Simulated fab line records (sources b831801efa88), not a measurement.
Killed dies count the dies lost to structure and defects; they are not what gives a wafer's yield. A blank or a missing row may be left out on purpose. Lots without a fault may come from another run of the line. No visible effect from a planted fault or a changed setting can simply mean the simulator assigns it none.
A lot that was struck, set against a sound lot ; flow sky130 ; 21 out of 708 route steps
Sound: these wafers, L113.1, L113.2, L113.6. The struck wafers were L106.2, L106.3, L106.5. The cause comes at the end.
At each step with rows: each side's tool, then ch and its chambers, then its first start. Under that, the readings that differ: sound wafers ; struck wafers ; difference of the means ; sigmas: that difference in standard deviations of wafers without a fault.
alike: a reading whose means differ by less than 2 such deviations, as well as words and numbers matching on both sides. not compared: withheld readings; readings where some wafer has no value; bounds like >300 that might hide an equal value; numbers whose values overlap and for which the record gives no deviation.
A row with sigmas, a row that says differs or no value, or rows on one side alone: a step with any of these is where the two part. Numbers that have no deviation but don't overlap get no sigmas and don't part them. A reading missing from all wafers of one side parts the sides only when that side holds two or more wafers.

first, 4 steps without rows for these wafers: SKY_VT_ADJUST_HVTP_SOFTBAKE_03 (time 60 s); SKY_VT_ADJUST_HVTP_EXPOSE_04 (exposes mask HVTPM, target cd 380 nm); SKY_VT_ADJUST_HVTP_PEB_05; SKY_VT_ADJUST_HVTP_DEVELOP_06 (develop time 61.06 s).
SKY_VT_ADJUST_HVTP_CD_MEAS_07: target cd 380 nm.
  sound on cd-sem-02, day 12 08:18; struck on cd-sem-01, day 10 05:34
  alike: cd-nm
SKY_VT_ADJUST_HVTP_OVL_MEAS_08:
  sound on overlay-01, day 12 08:25; struck on overlay-02, day 10 05:41
  alike: VT_ADJUST_HVTP_OVL
next, for these wafers, 1 step has no rows: SKY_VT_ADJUST_HVTP_IMPLANT_09.
SKY_VT_ADJUST_HVTP_STRIP_10: strips in O2/N2.
  sound on plasma-asher-01 ch 0,1, day 12 08:37; struck on plasma-asher-04 ch 1, day 10 05:52
  alike: drypump-motor-current-A, oes-product-au, strip-time-to-endpoint-s
  not compared: rf-hours-counter-h
SKY_VT_ADJUST_HVTP_TW_MEAS_11:
  sound on film-metro-03, day 12 08:43; struck on film-metro-04, day 10 05:58
  alike: VT_ADJUST_HVTP_TW
then, 3 steps without rows for these wafers: SKY_VT_ADJUST_LVTN_DEHYDRATE_00 (time 60 s); SKY_VT_ADJUST_LVTN_HMDS_01 (prime time 60 s); SKY_VT_ADJUST_LVTN_COAT_02 (resist thk 3000 nm).
SKY_VT_ADJUST_LVTN_SOFTBAKE_03:
  sound on litho-track-04 ch 0, day 12 20:28; struck on litho-track-04 ch 0, day 10 16:49
reading;sound;struck;difference;sigmas
heater-power-total-W (W);65.30 65.22 65.42;55.12 54.88 55.05;-10.30;-79
plate-temp-C (C);110.10 110.14 110.17;96.83 96.84 96.97;-13.26;-88
then, 2 steps without rows for these wafers: SKY_VT_ADJUST_LVTN_EXPOSE_04 (exposes mask NWM COMPLEMENT LESS NATIVE, target cd 840 nm); SKY_VT_ADJUST_LVTN_PEB_05.
SKY_VT_ADJUST_LVTN_DEVELOP_06: develop time 60 s.
  sound: litho-track-03 ch 0; struck: litho-track-02 ch 0
reading;sound;struck;difference;sigmas
model.coat_of_VT_ADJUST_LVTN_COAT_02.thk-nm (nm);2997 2996 2996;3108 3116 3110;+115;
SKY_VT_ADJUST_LVTN_OVL_MEAS_07:
  sound on overlay-02, day 13 08:45; struck on overlay-01, day 11 04:07
  alike: VT_ADJUST_LVTN_OVL
next, for these wafers, 1 step has no rows: SKY_VT_ADJUST_LVTN_IMPLANT_08.
SKY_VT_ADJUST_LVTN_STRIP_09: strips in O2/N2.
  sound on plasma-asher-03 ch 0,1, day 13 08:56; struck on plasma-asher-02 ch 0,1, day 11 04:18
reading;sound;struck;difference;sigmas
strip-time-to-endpoint-s (s);36.94 36.93 36.90;38.20 38.30 38.22;+1.32;+14
  alike: drypump-motor-current-A, oes-product-au
  not compared: rf-hours-counter-h
SKY_VT_ADJUST_LVTN_TW_MEAS_10:
  sound on film-metro-02, day 13 09:02; struck on film-metro-01, day 11 04:25
  alike: VT_ADJUST_LVTN_TW
-- the record jumps here: 38 days lie between the struck wafers' starts before and after (it left off in module VT_ADJUST_LVTN and takes up again in module PAD_OPEN, whose first step shown is number 708 of the route) --
SKY_PAD_OPEN_PROBE_99:
  sound on prober-02, day 51 01:44; struck on prober-02, day 49 14:11
  alike: killed_at_M0_to_M3, killed_at_M4_up, killed-at-contacts, killed-at-front-end, killed-at-other, killed-dies, killed-on-rim, killed-open, killed-short

== WHERE THEY PART ==
First at SKY_VT_ADJUST_LVTN_SOFTBAKE_03; last, within this record, at SKY_VT_ADJUST_LVTN_STRIP_09. Later steps at which nothing parts them and some readings are alike: SKY_VT_ADJUST_LVTN_TW_MEAS_10, SKY_PAD_OPEN_PROBE_99.

WHY: what had been put in by the simulator
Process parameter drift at SKY_VT_ADJUST_LVTN_SOFTBAKE_03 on litho-track-04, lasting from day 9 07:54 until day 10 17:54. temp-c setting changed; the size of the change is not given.
